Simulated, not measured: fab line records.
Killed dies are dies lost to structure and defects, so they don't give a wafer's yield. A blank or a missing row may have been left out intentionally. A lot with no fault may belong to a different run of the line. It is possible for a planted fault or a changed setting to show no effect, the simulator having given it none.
What tool caused it?    flow sky130    6 lots, 18 wafers sampled, at 2 steps of a route of 708

## WHAT THE GAUGES READ, wafer by wafer
SKY_NWELL_TW_MEAS_15.
lot   measured      on            NWELL_TW
L628  day 5 16:59   filmMetro-03  1812 1811 1823
L631  day 6 06:26   filmMetro-03  1803 1805 1809
L635  day 7 03:32   filmMetro-04  1832 1823 1826
L638  day 7 22:02   filmMetro-01  1835 1832 1837
L642  day 8 16:14   filmMetro-03  1819 1824 1817
L648  day 10 10:06  filmMetro-03  1818 1673 1675 1822 1670 1673

## TOOL THAT RAN EACH LOT (tool first, then ch and the chambers of the sampled wafers, then the start)
lot   SKY_NWELL_IMPLANT_11
L628  implanter-01 ch 0, day 5 16:26
L631  implanter-02 ch 0, day 6 05:53
L635  implanter-04 ch 0, day 7 02:59
L638  implanter-04 ch 0, day 7 21:31
L642  implanter-01 ch 0, day 8 15:41
L648  implanter-02 ch 0, day 10 09:33
- SKY_NWELL_IMPLANT_11

## THE ANSWER, worked out from the rows above alone
Rule: the usual values come from the lots themselves. The widest of any qualifying gaps counts: lots, ordered by their means at a reading, are off when they make up no more than a third of the lots, leave a main group of 4 or more, and stand apart from it by 3 or more times the standard deviation of that group's means. A main group whose means are all the same, to the digits that the tables above print for the reading, isn't used. Also off: a lot with no number at a reading for which 4 or more lots have one. Where the step has rows for the other lots, those lots are counted as sound.
Off: at SKY_NWELL_TW_MEAS_15 (NWELL_TW), L648. The main group: mean 1821, standard deviation 9.9.
If a tool, at a process step before that reading, ran all the lots that are off and no sound lot after the first of them, it fits. Gauges at SKY_NWELL_TW_MEAS_15: tried the same way as those tools. Can't be told from this: 2 tools fit, implanter-02 at SKY_NWELL_IMPLANT_11, filmMetro-03 at SKY_NWELL_TW_MEAS_15.

## WHAT THE SIMULATOR HAD PUT IN
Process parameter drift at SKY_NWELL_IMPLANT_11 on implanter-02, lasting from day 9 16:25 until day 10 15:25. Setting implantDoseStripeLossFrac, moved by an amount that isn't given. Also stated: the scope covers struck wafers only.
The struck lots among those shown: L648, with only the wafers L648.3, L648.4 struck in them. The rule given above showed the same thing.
